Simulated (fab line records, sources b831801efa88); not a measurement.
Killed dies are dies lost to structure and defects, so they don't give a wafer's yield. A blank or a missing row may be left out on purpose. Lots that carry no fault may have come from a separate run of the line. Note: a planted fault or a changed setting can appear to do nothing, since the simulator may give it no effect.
A lot that was struck, set against a sound lot | flow sky130 | 18 out of 708 route steps
Sound: these wafers, L439.1, L439.3, L439.6. Wafers struck: L437.3, L437.4, L437.6. At the end, the cause is stated.
For every step that has rows: the tool of each side, followed by ch and its chambers, followed by its first start. Under that, the readings that differ: sound wafers | struck wafers | difference of the means | sigmas: that difference in standard deviations of wafers without a fault.
alike: same words and numbers on both sides, and readings whose means sit less than 2 such deviations apart. not compared: any withheld reading, any reading some wafer has no value for, any bound like >300 that may hide the same value, and any number with overlapping values for which the record gives no deviation.
Wherever a step has rows on one side only, a row that says differs or no value, or a row with sigmas, the two part there. Non-overlapping numbers with no deviation appear without sigmas and do not part them. Lack of a reading on every wafer of one side parts them only where that side has two or more wafers.

first, 3 steps without rows for these wafers: SKY_LDD_P_EXPOSE_04 (exposes mask PSDM, target cd 380 nm); SKY_LDD_P_PEB_05; SKY_LDD_P_DEVELOP_06 (develop time 60 s).
SKY_LDD_P_CD_MEAS_07: target cd 380 nm.
  sound on cdSem-02 at day 22 23:20; struck on cdSem-02 at day 22 03:44
  alike: cdNm
SKY_LDD_P_OVL_MEAS_08:
  sound on overlay-01 at day 22 23:28; struck on overlay-01 at day 22 03:50
  alike: LDD_P_OVL
after that, 1 step had no rows for these wafers: SKY_LDD_P_IMPLANT_09.
SKY_LDD_P_STRIP_10: strips in O2/N2.
  sound on plasmaAsher-02 ch 0, day 22 23:39; struck on plasmaAsher-02 ch 0,1, day 22 04:02
  alike: chamberPressureMTorr, drypumpMotorCurrentA, oesProductAu, stripTimeToEndpointS
  not compared: rfHoursCounterH
SKY_LDD_P_TW_MEAS_11:
  sound on filmMetro-04 at day 22 23:45; struck on filmMetro-02 at day 22 04:07
  alike: LDD_P_TW
then, 4 steps without rows for these wafers: SKY_LDD_HVN_DEHYDRATE_00 (time 60 s); SKY_LDD_HVN_HMDS_01 (prime time 60 s); SKY_LDD_HVN_COAT_02 (resist thk 300 nm); SKY_LDD_HVN_SOFTBAKE_03 (time 60 s).
SKY_LDD_HVN_EXPOSE_04: exposes mask HVNTM, target cd 700 nm.
  sound on ilineStepper-02 ch 0, day 23 14:44; struck on ilineStepper-01 ch 0, day 22 19:31
reading                       | sound                | struck               | difference | sigmas
model.LDD_HVN.overlayXNm (nm) | 0.8199 0.8199 0.8199 | -86.89 -86.89 -86.89 | -87.71     | 
  alike: mask
then, 2 steps without rows for these wafers: SKY_LDD_HVN_PEB_05; SKY_LDD_HVN_DEVELOP_06 (develop time 60 s).
SKY_LDD_HVN_OVL_MEAS_07:
  sound on overlay-02 at day 24 05:56; struck on overlay-01 at day 23 09:25
reading          | sound         | struck            | difference | sigmas
LDD_HVN_OVL (nm) | -1.4 -1.7 0.7 | -85.9 -87.8 -88.6 | -86.6      | -58
after that, 1 step had no rows for these wafers: SKY_LDD_HVN_IMPLANT_08.
SKY_PAD_OPEN_PROBE_99:
  sound wafers here have rows in the record (prober-02, day 48 05:41); struck ones have none

== WHERE THEY PART ==
Earliest at SKY_LDD_HVN_OVL_MEAS_07; latest, in this record, at SKY_PAD_OPEN_PROBE_99.

WHY: the cause the simulator had injected
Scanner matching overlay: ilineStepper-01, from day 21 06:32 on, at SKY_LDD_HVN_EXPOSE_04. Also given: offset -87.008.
